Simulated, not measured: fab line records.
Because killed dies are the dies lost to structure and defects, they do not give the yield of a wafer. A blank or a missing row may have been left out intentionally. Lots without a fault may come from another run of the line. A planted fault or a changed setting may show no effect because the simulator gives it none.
Problem report in the 8D (eight disciplines) form, filled by code + flow sky130 + the parts of the form that need people (team, actions taken, sign-off) are left out

1. THE ISSUE
VIA3_HDPCVD_THK at SKY_VIA3_THK_MEAS_01 reads a mean of 1417 nm on 1 wafer of 1 lot; wafers without a fault read 1629 nm with a standard deviation of 15. Measured from the usual mean, that is -14 standard deviations.
Earliest sighting: wafer L812.6 on film-metro-01 at day 44 15:25. The record holds 33 wafers of 11 lots with a number at this step. By rule, "out" or "out of limits" means more than 4 standard deviations away from the usual mean. The other wafers with a number count as sound.

2. WHAT IT IS, AND WHAT IT ISN'T
| question                    | is                | is not                                                     |
|-----------------------------|-------------------|------------------------------------------------------------|
| which readings at this step | VIA3_HDPCVD_THK   | -                                                          |
| which lots                  | L812              | L791, L793, L795, L796, L797, L799, L800, L802, L804, L808 |
| which wafers of those lots  | L812.6            | L812.2, L812.3                                             |
| read on which gauges        | film-metro-01     | film-metro-02, film-metro-03                               |
| when                        | from day 44 15:25 | up to then (32 sound wafers)                               |

3. THE SUSPECTS, EACH WITH WHAT RULES IT OUT
Counting: if a tool at a process step up to the reading ran every lot that is out, it stays a suspect. Sound lots after the first of them don't rule it out here, since some wafers of a struck lot are sound.
- the gauge at SKY_VIA3_THK_MEAS_01 is ruled out. All the wafers that are out were read on film-metro-01, but those of them that SKY_VIA3_HDPCVD_00 has rows for are out there too, on other tools.
- plasma-asher-01 at SKY_VT_ADJUST_LVTN_STRIP_20 (strips in O2/N2): kept. It processed L812, the lot that is out, at day 13 18:00, and its most recent sound lot before then was L808 at day 12 20:06.
- hdpcvd-01 at SKY_VIA3_HDPCVD_00 (deposits SiO2, target thk 1635 nm, time 272.5 s): kept. It processed L812, the lot that is out, at day 44 15:14, and its most recent sound lot before then was L800 at day 41 10:52. Its own readings are out on those wafers: run-length-s.
After counting, plasma-asher-01 at SKY_VT_ADJUST_LVTN_STRIP_20 and hdpcvd-01 at SKY_VIA3_HDPCVD_00 remain.

4. THE CAUSE (what the simulator had put in)
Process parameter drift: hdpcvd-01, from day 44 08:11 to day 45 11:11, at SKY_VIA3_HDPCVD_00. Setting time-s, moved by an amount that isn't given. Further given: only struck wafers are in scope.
Counting leaves 2 suspects; this tool is one of them.

5. THE EFFECT CHAIN, in route order
Rows list readings where the struck wafers' mean (over those with a number) sits beyond 3 standard deviations from the usual. Scope: only readings with a usual standard deviation given in the record; hours: median across lots of the time from each lot's start at the first step in this table that gives one to its start at this step; sigmas: change in usual standard deviations.
| hours | step                 | reading         | usual   | on struck wafers | change | sigmas |
|-------|----------------------|-----------------|---------|------------------|--------|--------|
| 0     | SKY_VIA3_HDPCVD_00   | run-length-s    | 300.2 s | 262.3            | -37.9  | -49    |
| 0     | SKY_VIA3_THK_MEAS_01 | VIA3_HDPCVD_THK | 1629 nm | 1417             | -212   | -14    |
Here are the process steps it includes:
- SKY_VIA3_HDPCVD_00: deposits SiO2, target thk 1635 nm, time 272.5 s.

6. HOW IT WOULD HAVE BEEN CAUGHT EARLIER
In this record the first reading out of limits at a measuring or inspecting step was taken at day 44 15:25, 7 hours after the fault began at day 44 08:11.
The tool's own readings at SKY_VIA3_HDPCVD_00 were out on every struck wafer that the step has a row for (run-length-s): an alarm limit on them would have fired on the first of those.
Lots out: 1; all had begun SKY_VIA3_HDPCVD_00 on hdpcvd-01 by day 44 15:25. None of them would have been spared by holding the tool at that moment.
